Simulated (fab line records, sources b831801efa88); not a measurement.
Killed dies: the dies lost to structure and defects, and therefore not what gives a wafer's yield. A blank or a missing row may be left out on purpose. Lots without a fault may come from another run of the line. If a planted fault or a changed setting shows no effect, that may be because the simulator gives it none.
fab line records	flow sfq_line	part 1 of 2: steps 1 to 25 of 36
record: lots: 5	wafers: 15	last_day: 91
route steps=325 shown M3@125 I3@133 M4@148
lots that met no fault: taken from a fault-free run of the same line
start_h: the number of hours between the record's first day and the start of the first shown wafer of the lot	wait_h: hours from the lot's prior step to this one	" repeats the value in the row above	L1.1+2: one row covering several wafers at once	- no value, or no start was given	* or withheld: withheld	< > ~ a bound
route shown NAME@n: a module of which the file shows steps, and the number in the route of the first	usual: the fault-free wafers' mean and standard deviation	same: alike in all rows	chamber/n: place in a boat	sites: readings site by site	_std_site: the values' standard deviation	_edge_site: inner sites' mean taken away from outer sites' mean	radius_mm: for every site, how far away it sits from the centre of the wafer	mask NAME#n: copy n	behind: the tool/chamber that last shaped the wafer	hold: why the lot was held/for how many hours/how that ended	device: whichever transistor did not switch (one of n, p or np)	end of line: the route-end tests of the same wafers	for a step that has no rows: nothing shown but its recipe	killed: at the first sort, the dies lost to defects and structure; wafer yield is something else	map: the dies of a wafer, with x for killed, . for not killed, _ for no die there
set.NAME: the setting as run; set.NAME@STEP: as run at that earlier step	model.NAME: the simulator's own value behind a step, which no gauge read
a table for each step, a row for each wafer; lots at some steps of the route
services: when a tool's chamber went out of use (start_h, in hours from the record's first day, below 0 if earlier), for how many hours, and the reason
== steps ==
step: SFQ_TRILAYER_M3_LITHO_EXPOSE_076
recipe: mask_id: M3	na: 0.6	source_shape: conventional	sigma_outer: 0.65	target_cd_nm: 500	dose_mj: 14.4
lot.wafer	tool	chamber	start_h	wait_h	mask
L075.1+2+4	krf_scanner-01	0	926.39	-	M3#0
L077.1+2+3	krf_scanner-01	0	932.39	-	M3#0
L081.1+2+5	krf_scanner-01	0	943.21	-	M3#0
L083.1+4+6	krf_scanner-01	0	981.93	-	M3#0
L093.1+5+6	krf_scanner-01	0	1053.56	-	M3#0
step: SFQ_TRILAYER_M3_LITHO_PEB_078
recipe: peb_temp_c: 115	peb_time_s: 60	resist: KrF
lot.wafer	tool	chamber	start_h	wait_h
L075.1+2+4	litho_track-04	0	927.59	1.0
L077.1+2+3	litho_track-04	0	933.59	1.0
L081.1+2+5	litho_track-03	0	944.41	1.0
L083.1+4+6	litho_track-02	0	983.13	1.0
L093.1+5+6	litho_track-03	0	1054.76	1.0
step: SFQ_TRILAYER_M3_LITHO_DEVELOP_077
recipe: time_s: 60	resist: KrF
lot.wafer	tool	chamber	start_h	wait_h
L075.1+2+4	litho_track-04	0	927.74	0.1
L077.1+2+3	litho_track-04	0	933.74	0.1
L081.1+2+5	litho_track-03	0	944.56	0.1
L083.1+4+6	litho_track-02	0	983.28	0.1
L093.1+5+6	litho_track-03	0	1054.91	0.1
step: SFQ_M3_OVL_MEAS_921
usual: M3_OVL: -1/5.4
lot.wafer	tool	chamber	start_h	wait_h	M3_OVL[nm]
L075.1	overlay-01	-	927.89	0.1	-1
L075.2	"	-	"	"	-9
L075.4	"	-	"	"	-10
L077.1	overlay-01	-	933.89	0.1	3
L077.2	"	-	"	"	-2
L077.3	"	-	"	"	-1
L081.1	overlay-02	-	944.71	0.1	5
L081.2	"	-	"	"	5
L081.5	"	-	"	"	1
L083.1	overlay-02	-	983.43	0.1	3
L083.4	"	-	"	"	2
L083.6	"	-	"	"	-1
L093.1	overlay-01	-	1055.06	0.1	6
L093.5	"	-	"	"	3
L093.6	"	-	"	"	6
step: SFQ_TRILAYER_M3_BARC_OPEN_METAL_ETCH_100
recipe: mask_material: PR	chemistry: O2	target_depth_nm: 125	target: BARC	icp_w: 600	bias_w: 80	pressure_mtorr: 10	time_s: 41.7
usual: chamber_pressure_mTorr: 10.000/0.01	drypump_motor_current_A: 6.0/0.49	oes_product_au: 0.685/0.0045
lot.wafer	tool	chamber	start_h	wait_h	chamber_pressure_mTorr	drypump_motor_current_A	oes_product_au	rf_hours_counter_h
L075.1	rie_metal-02	1	927.93	0.0	10.001	5.1	0.689	97
L075.2	"	0	"	"	10.016	6.3	0.685	17
L075.4	"	0	"	"	10.009	6.3	0.689	-
L077.1	rie_metal-01	0	933.93	0.0	10.000	5.5	0.685	64
L077.2	"	1	"	"	10.004	6.6	0.677	111
L077.3	"	0	"	"	9.999	5.5	0.686	-
L081.1	rie_metal-04	1	944.74	0.0	9.999	6.2	0.682	74
L081.2	"	0	"	"	10.006	6.1	0.683	132
L081.5	"	0	"	"	10.004	6.2	0.685	-
L083.1	rie_metal-02	1	983.47	0.0	10.005	5.1	0.680	107
L083.4	"	1	"	"	9.998	5.1	0.677	-
L083.6	"	1	"	"	10.007	5.1	0.686	-
L093.1	rie_metal-01	1	1055.10	0.0	9.995	6.6	0.690	1
L093.5	"	1	"	"	10.008	6.6	0.688	-
L093.6	"	0	"	"	10.018	5.5	0.687	-
step: SFQ_TRILAYER_M3_ETCH_METAL_ETCH_078
recipe: target: Nb	stop_on: SiO2	mask_material: PR	chemistry: Cl2/Ar	target_depth_nm: 240	icp_w: 600	bias_w: 80	pressure_mtorr: 10	time_s: 120
usual: chamber_pressure_mTorr: 10.000/0.009	drypump_motor_current_A: 6.0/0.49	oes_product_au: 0.895/0.0079
lot.wafer	tool	chamber	start_h	wait_h	chamber_pressure_mTorr	drypump_motor_current_A	oes_product_au	rf_hours_counter_h
L075.1	rie_metal-02	1	927.99	0.0	10.008	5.1	0.906	97
L075.2	"	0	"	"	9.984	6.3	0.894	17
L075.4	"	0	"	"	9.980	6.3	0.898	-
L077.1	rie_metal-01	0	933.99	0.0	9.993	5.5	0.893	64
L077.2	"	1	"	"	9.987	6.5	0.902	111
L077.3	"	0	"	"	10.006	5.5	0.910	-
L081.1	rie_metal-04	1	944.80	0.0	9.995	6.2	0.893	75
L081.2	"	0	"	"	9.986	6.1	0.898	132
L081.5	"	0	"	"	10.008	6.2	0.892	-
L083.1	rie_metal-02	1	983.53	0.0	10.003	5.1	0.905	107
L083.4	"	1	"	"	10.003	5.1	0.903	-
L083.6	"	1	"	"	10.016	5.1	0.905	-
L093.1	rie_metal-01	1	1055.16	0.0	10.009	6.6	0.904	1
L093.5	"	1	"	"	9.988	6.6	0.896	-
L093.6	"	0	"	"	9.998	5.5	0.895	-
step: SFQ_TRILAYER_M3_STRIP_STRIP_079
recipe: gas: O2	power_w: 200	platen_temp_c: 40	overash_fraction: 0.65	chemistry: O2	pressure_mtorr: 50
usual: chamber_pressure_mTorr: 50.00/0.046	drypump_motor_current_A: 6.0/0.49	oes_product_au: 1.004/0.0077
lot.wafer	tool	chamber	start_h	wait_h	chamber_pressure_mTorr	drypump_motor_current_A	oes_product_au	rf_hours_counter_h
L075.1	rie_metal-02	1	928.11	0.1	50.00	5.0	1.005	97
L075.2	"	0	"	"	49.99	6.3	1.005	18
L075.4	"	0	"	"	49.90	6.3	1.005	-
L077.1	rie_metal-01	0	934.11	0.1	49.99	5.5	0.996	64
L077.2	"	1	"	"	50.01	6.5	1.002	111
L077.3	"	0	"	"	49.95	5.5	0.997	-
L081.1	rie_metal-04	1	944.93	0.1	50.01	6.3	1.004	75
L081.2	"	0	"	"	49.99	6.2	0.994	132
L081.5	"	0	"	"	49.96	6.1	0.996	-
L083.1	rie_metal-02	1	983.65	0.1	50.05	5.1	1.009	107
L083.4	"	1	"	"	49.94	5.1	0.999	-
L083.6	"	1	"	"	50.07	5.1	1.001	-
L093.1	rie_metal-01	1	1055.28	0.1	50.05	6.6	1.005	2
L093.5	"	1	"	"	50.02	6.6	1.002	-
L093.6	"	0	"	"	49.98	5.5	0.999	-
step: SFQ_TRILAYER_M3_STRIP_SOLV_CLEAN_080
recipe: chemistry: NMP	temp_c: 70	time_s: 600
usual: bath_guard_temp_C: 70.1/0.48
lot.wafer	tool	chamber	start_h	wait_h	bath_guard_temp_C
L075.1	wet_bench-04	5	928.71	0.4	70.2
L075.2	"	6	"	"	70.2
L075.4	"	2	"	"	68.7
L077.1	wet_bench-04	4	934.71	0.4	69.8
L077.2	"	7	"	"	70.8
L077.3	"	6	"	"	70.1
L081.1	wet_bench-04	4	945.53	0.4	69.7
L081.2	"	7	"	"	70.5
L081.5	"	1	"	"	70.5
L083.1	wet_bench-02	2	984.25	0.4	69.8
L083.4	"	0	"	"	70.0
L083.6	"	5	"	"	69.5
L093.1	wet_bench-01	7	1055.88	0.4	70.1
L093.5	"	4	"	"	69.8
L093.6	"	2	"	"	69.8
step: SFQ_TRILAYER_I3_DEP_PECVD_081
recipe: material: SiO2	temp_c: 150	time_s: 111.11	pressure_torr: 2.4	rf_w: 183.3	precursor: SiH4/N2O	target_thk_nm: 500
usual: heater_power_w: 83/9.1	susceptor_temp_C: 150.00/0.13	throttle_valve_pct: 25.0/1.3
lot.wafer	tool	chamber	start_h	wait_h	heater_power_w	susceptor_temp_C	throttle_valve_pct
L075.1	pecvd-02	0	928.90	0.0	79	150.18	25.1
L075.2	"	1	"	"	91	149.98	27.1
L075.4	"	2	"	"	83	150.06	26.2
L077.1	pecvd-02	2	934.90	0.0	75	149.93	26.4
L077.2	"	1	"	"	81	149.88	27.0
L077.3	"	0	"	"	84	150.01	25.1
L081.1	pecvd-02	1	945.70	0.0	87	150.05	27.1
L081.2	"	2	"	"	77	149.77	26.5
L081.5	"	1	"	"	89	150.10	26.9
L083.1	pecvd-01	2	984.43	0.0	84	149.95	23.0
L083.4	"	0	"	"	96	149.90	23.9
L083.6	"	2	"	"	84	149.95	23.3
L093.1	pecvd-02	0	1056.06	0.0	82	150.12	25.1
L093.5	"	1	"	"	87	150.15	27.1
L093.6	"	0	"	"	82	150.11	24.9
step: SFQ_TRILAYER_I3_CMP_CMP_082
recipe: material: SiO2	down_force_psi: 3	platen_rpm: 60	pad_velocity_m_s: 0.94248
usual: motor_current_A: 10.8/1.1	time_to_endpoint_s: 217/7.7
lot.wafer	tool	chamber	start_h	wait_h	motor_current_A	time_to_endpoint_s
L075.2	cmp-02	0	945.60	16.7	11.3	211
L075.1	"	1	"	"	9.9	213
L075.4	"	3	947.10	18.1	11.6	228
L077.3	cmp-02	0	951.60	16.7	11.4	227
L077.1	"	2	952.60	17.7	10.8	219
L077.2	"	3	"	"	11.4	221
L081.1	cmp-01	2	966.72	21.0	9.0	216
L081.2	"	3	"	"	11.9	211
L081.5	"	2	968.72	22.9	9.2	219
L083.4	cmp-02	2	995.06	10.6	10.7	214
L083.1	"	0	996.06	11.6	11.1	220
L083.6	"	2	997.06	12.6	11.0	216
L093.1	cmp-01	2	1067.08	11.0	9.0	233
L093.6	"	1	1068.58	12.4	9.6	234
L093.5	"	2	"	"	9.3	226
step: SFQ_I3_BOW_MEAS_922
recipe: mode: bow
usual: I3_BOW: 3/8.4
lot.wafer	tool	chamber	start_h	wait_h	I3_BOW[um]
L075.1	film_metro-04	-	948.60	2.0	15
L075.2	"	-	"	"	3
L075.4	"	-	"	"	15
L077.1	film_metro-03	-	954.60	1.5	-1
L077.2	"	-	"	"	9
L077.3	"	-	"	"	4
L081.1	film_metro-03	-	969.22	2.0	-4
L081.2	"	-	"	"	2
L081.5	"	-	"	"	8
L083.1	film_metro-03	-	997.56	1.0	9
L083.4	"	-	"	"	17
L083.6	"	-	"	"	5
L093.1	film_metro-03	-	1069.58	2.0	-2
L093.5	"	-	"	"	2
L093.6	"	-	"	"	0
step: SFQ_TRILAYER_I3_METRO_MEASURE_083
usual: thk_nm: 200.7/1.1
lot.wafer	tool	chamber	start_h	wait_h	thk_nm
L075.1	film_metro-04	-	948.72	0.1	199.6
L075.2	"	-	"	"	200.3
L075.4	"	-	"	"	201.5
L077.1	film_metro-03	-	954.72	0.1	199.2
L077.2	"	-	"	"	200.3
L077.3	"	-	"	"	199.3
L081.1	film_metro-03	-	969.34	0.1	201.0
L081.2	"	-	"	"	199.7
L081.5	"	-	"	"	202.0
L083.1	film_metro-03	-	997.68	0.1	201.2
L083.4	"	-	"	"	201.6
L083.6	"	-	"	"	202.5
L093.1	film_metro-03	-	1069.70	0.1	202.2
L093.5	"	-	"	"	201.2
L093.6	"	-	"	"	201.1
step: SFQ_TRILAYER_I3_VIA_LITHO_COAT_090
recipe: resist: BARC	spin_rpm: 3000	resist_thk_nm: 62
lot.wafer	tool	chamber	start_h	wait_h
L075.1+2+4	litho_track-01	0	949.92	1.0
L077.1+2+3	litho_track-01	0	955.92	1.0
L081.1+2+5	litho_track-01	0	970.68	1.1
L083.1+4+6	litho_track-02	0	998.88	1.0
L093.1+5+6	litho_track-02	0	1070.90	1.0
step: SFQ_TRILAYER_I3_VIA_LITHO_COAT_085
recipe: resist: KrF	spin_rpm: 3000	resist_thk_nm: 646.2
lot.wafer	tool	chamber	start_h	wait_h
L075.1+2+4	litho_track-01	0	950.22	0.2
L077.1+2+3	litho_track-01	0	956.22	0.2
L081.1+2+5	litho_track-01	0	970.98	0.2
L083.1+4+6	litho_track-02	0	999.18	0.2
L093.1+5+6	litho_track-02	0	1071.20	0.2
step: SFQ_TRILAYER_I3_VIA_LITHO_SOFTBAKE_089
recipe: temp_c: withheld	time_s: withheld	resist: KrF
lot.wafer	tool	chamber	start_h	wait_h
L075.1+2+4	litho_track-01	0	950.52	0.2
L077.1+2+3	litho_track-01	0	956.52	0.2
L081.1+2+5	litho_track-01	0	971.28	0.2
L083.1+4+6	litho_track-02	0	999.48	0.2
L093.1+5+6	litho_track-02	0	1071.50	0.2
step: SFQ_TRILAYER_I3_VIA_LITHO_EXPOSE_086
recipe: mask_id: I3	na: 0.6	source_shape: conventional	sigma_outer: 0.65	target_cd_nm: 500	dose_mj: 21.3
lot.wafer	tool	chamber	start_h	wait_h	mask
L075.1+2+4	krf_scanner-02	0	1072.68	-	I3#0
L077.1+2+3	krf_scanner-02	0	1077.48	-	I3#0
L081.1+2+5	krf_scanner-02	0	1096.68	-	I3#0
L083.1+4+6	krf_scanner-02	0	1127.81	-	I3#0
L093.1+5+6	krf_scanner-02	0	1205.87	-	I3#0
step: SFQ_TRILAYER_I3_VIA_LITHO_PEB_088
recipe: peb_temp_c: 115	peb_time_s: 62.31	resist: KrF
usual: plate_sensor_t_centre_C: 115.95/0.0099	plate_sensor_t_edge_C: 116.08/0.01
lot.wafer	tool	chamber	start_h	wait_h	plate_sensor_t_centre_C	plate_sensor_t_edge_C
L075.1	litho_track-01	0	1073.88	1.0	115.93	116.08
L075.2	"	0	"	"	115.95	116.07
L075.4	"	0	"	"	115.94	116.09
L077.1	litho_track-03	0	1078.68	1.0	115.95	116.08
L077.2	"	0	"	"	115.96	116.08
L077.3	"	0	"	"	115.96	116.08
L081.1	litho_track-01	0	1097.88	1.0	115.94	116.1
L081.2	"	0	"	"	115.95	116.09
L081.5	"	0	"	"	115.95	116.09
L083.1	litho_track-03	0	1129.01	1.0	115.95	116.09
L083.4	"	0	"	"	115.95	116.07
L083.6	"	0	"	"	115.94	116.09
L093.1	litho_track-02	0	1207.07	1.0	115.93	116.06
L093.5	"	0	"	"	115.94	116.08
L093.6	"	0	"	"	115.94	116.08
step: SFQ_TRILAYER_I3_VIA_LITHO_DEVELOP_087
recipe: time_s: 60	resist: KrF
lot.wafer	tool	chamber	start_h	wait_h
L075.1+2+4	litho_track-01	0	1074.03	0.1
L077.1+2+3	litho_track-03	0	1078.83	0.1
L081.1+2+5	litho_track-01	0	1098.03	0.1
L083.1+4+6	litho_track-03	0	1129.16	0.1
L093.1+5+6	litho_track-02	0	1207.22	0.1
step: SFQ_I3_OVL_MEAS_923
usual: I3_OVL: 2/5.6
lot.wafer	tool	chamber	start_h	wait_h	I3_OVL[nm]
L075.1	overlay-01	-	1074.18	0.1	6
L075.2	"	-	"	"	11
L075.4	"	-	"	"	12
L077.1	overlay-01	-	1078.98	0.1	2
L077.2	"	-	"	"	5
L077.3	"	-	"	"	6
L081.1	overlay-02	-	1098.18	0.1	5
L081.2	"	-	"	"	3
L081.5	"	-	"	"	4
L083.1	overlay-01	-	1129.31	0.1	0
L083.4	"	-	"	"	6
L083.6	"	-	"	"	7
L093.1	overlay-01	-	1207.37	0.1	-9
L093.5	"	-	"	"	4
L093.6	"	-	"	"	-9
step: SFQ_TRILAYER_I3_VIA_BARC_OPEN_VIA_ETCH_121
recipe: mask_material: PR	chemistry: O2	target_depth_nm: 125	target: BARC	source_w: 500	bias_w: 80	pressure_mtorr: 30	time_s: 41.7
usual: chamber_pressure_mTorr: 30.001/0.027	drypump_motor_current_A: 5.9/0.51	oes_product_au: 0.685/0.0047
lot.wafer	tool	chamber	start_h	wait_h	chamber_pressure_mTorr	drypump_motor_current_A	oes_product_au	rf_hours_counter_h
L075.1	rie_diel-01	3	1074.22	0.0	29.970	6.2	0.690	9
L075.2	"	1	"	"	29.985	6.0	0.682	3
L075.4	"	0	"	"	30.001	6.0	0.692	9
L077.1	rie_diel-01	3	1079.02	0.0	29.980	6.2	0.687	10
L077.2	"	1	"	"	29.968	6.0	0.686	3
L077.3	"	2	"	"	30.015	6.4	0.689	10
L081.1	rie_diel-04	1	1098.22	0.0	29.981	4.7	0.675	5
L081.2	"	3	"	"	30.027	6.1	0.691	6
L081.5	"	1	"	"	30.030	4.7	0.679	-
L083.1	rie_diel-01	2	1129.35	0.0	29.942	6.4	0.686	11
L083.4	"	3	"	"	29.996	6.2	0.683	11
L083.6	"	2	"	"	29.995	6.4	0.679	-
L093.1	rie_diel-01	1	1207.40	0.0	30.027	6.0	0.681	6
L093.5	"	3	"	"	29.985	6.2	0.689	-
L093.6	"	2	"	"	29.996	6.5	0.684	-
step: SFQ_TRILAYER_I3_VIA_ETCH_VIA_ETCH_088
recipe: target: SiO2	stop_on: Nb	mask_material: PR	taper_deg: 20	chemistry: CHF3	target_depth_nm: 260	source_w: 500	bias_w: 80	pressure_mtorr: 30	time_s: withheld
usual: chamber_pressure_mTorr: 30.000/0.029	drypump_motor_current_A: 5.9/0.5	oes_product_au: 0.856/0.0054
lot.wafer	tool	chamber	start_h	wait_h	chamber_pressure_mTorr	drypump_motor_current_A	oes_product_au
L075.1	rie_diel-01	3	1074.26	0.0	29.973	6.2	0.867
L075.2	"	1	"	"	30.036	6.0	0.851
L075.4	"	0	"	"	30.032	6.0	0.864
L077.1	rie_diel-01	3	1079.06	0.0	29.999	6.2	0.853
L077.2	"	1	"	"	29.952	6.0	0.853
L077.3	"	2	"	"	30.006	6.4	0.857
L081.1	rie_diel-04	1	1098.26	0.0	29.996	4.7	0.854
L081.2	"	3	"	"	29.992	6.1	0.850
L081.5	"	1	"	"	30.012	4.7	0.853
L083.1	rie_diel-01	2	1129.39	0.0	30.039	6.4	0.864
L083.4	"	3	"	"	29.999	6.2	0.850
L083.6	"	2	"	"	30.071	6.4	0.863
L093.1	rie_diel-01	1	1207.44	0.0	29.982	6.1	0.870
L093.5	"	3	"	"	29.976	6.1	0.861
L093.6	"	2	"	"	30.019	6.4	0.860
step: SFQ_TRILAYER_I3_VIA_STRIP_STRIP_089
recipe: gas: O2	power_w: 200	platen_temp_c: 40	overash_fraction: 0.65	chemistry: O2	pressure_mtorr: 50
usual: chamber_pressure_mTorr: 50.00/0.041	drypump_motor_current_A: 5.7/0.53	oes_product_au: 0.997/0.0093
lot.wafer	tool	chamber	start_h	wait_h	chamber_pressure_mTorr	drypump_motor_current_A	oes_product_au	rf_hours_counter_h
L075.1	rie_metal-03	0	1074.37	-	50.00	5.5	0.990	116
L075.2	"	1	"	"	49.96	5.2	0.984	91
L075.4	"	1	"	"	49.95	5.2	0.981	-
L077.1	rie_metal-03	0	1079.17	-	50.02	5.5	1.003	117
L077.2	"	1	"	"	49.99	5.2	0.991	92
L077.3	"	1	"	"	49.96	5.2	0.981	-
L081.1	rie_metal-01	0	1098.37	-	50.02	5.5	0.998	90
L081.2	"	1	"	"	50.02	6.6	0.990	8
L081.5	"	1	"	"	50.01	6.6	0.994	-
L083.1	rie_metal-03	1	1129.50	-	49.89	5.2	1.003	101
L083.4	"	0	"	"	50.01	5.5	1.003	-
L083.6	"	0	"	"	49.97	5.5	1.000	-
L093.1	rie_metal-03	0	1207.55	-	50.04	5.5	1.002	1
L093.5	"	0	"	"	50.05	5.5	1.005	-
L093.6	"	1	"	"	49.95	5.2	0.994	-
step: SFQ_TRILAYER_I3_VIA_STRIP_SOLV_CLEAN_090
recipe: chemistry: NMP	temp_c: 70	time_s: 600
usual: bath_guard_temp_C: 70.1/0.37
lot.wafer	tool	chamber	start_h	wait_h	bath_guard_temp_C
L075.1	wet_bench-03	7	1074.97	0.4	70.3
L075.2	"	0	"	"	69.5
L075.4	"	2	"	"	70.1
L077.1	wet_bench-01	3	1079.77	0.4	70.1
L077.2	"	5	"	"	69.6
L077.3	"	2	"	"	69.7
L081.1	wet_bench-03	1	1098.97	0.4	70.2
L081.2	"	4	"	"	70.3
L081.5	"	2	"	"	69.8
L083.1	wet_bench-01	0	1130.10	0.4	70.6
L083.4	"	5	"	"	70.0
L083.6	"	7	"	"	69.7
L093.1	wet_bench-02	3	1208.15	0.4	70.4
L093.5	"	1	"	"	70.5
L093.6	"	5	"	"	69.6
step: SFQ_TRILAYER_M4_DEP_PRE_CLEAN_092
recipe: gas: Ar	time_s: 22.5	bias_v: 250
lot.wafer	tool	chamber	start_h	wait_h
L075.1+2+4	pvd_sputter-04	-	1075.15	0.0
L077.1+2+3	pvd_sputter-05	-	1079.96	0.0
L081.1+2+5	pvd_sputter-05	-	1099.16	0.0
L083.1+4+6	pvd_sputter-05	-	1130.29	0.0
L093.1+5+6	pvd_sputter-04	-	1208.33	0.0
step: SFQ_TRILAYER_M4_DEP_SPUTTER_091
recipe: material: Nb	base_pressure_pa: 1.33e-06	chamber_pressure_pa: 0.1333	substrate_temp_c: 20	resputter_cathode_voltage_v: 400	target_thk_nm: 200	power_w: 2000	time_s: 133.3
usual: resputter_cathode_voltage_v: 400/4.2	throttle_valve_pct: 30.4/1.1
lot.wafer	tool	chamber	start_h	wait_h	resputter_cathode_voltage_v	throttle_valve_pct
L075.1	pvd_sputter-04	-	1075.18	0.0	402	29.2
L075.2	"	-	"	"	398	30.8
L075.4	"	-	"	"	397	27.6
L077.1	pvd_sputter-05	-	1079.99	0.0	398	29.8
L077.2	"	-	"	"	401	32.0
L077.3	"	-	"	"	400	31.6
L081.1	pvd_sputter-05	-	1099.19	0.0	394	30.8
L081.2	"	-	"	"	405	31.9
L081.5	"	-	"	"	388	30.9
L083.1	pvd_sputter-05	-	1130.32	0.0	399	29.7
L083.4	"	-	"	"	395	32.0
L083.6	"	-	"	"	403	29.8
L093.1	pvd_sputter-04	-	1208.36	0.0	404	30.7
L093.5	"	-	"	"	401	29.2
L093.6	"	-	"	"	405	30.6
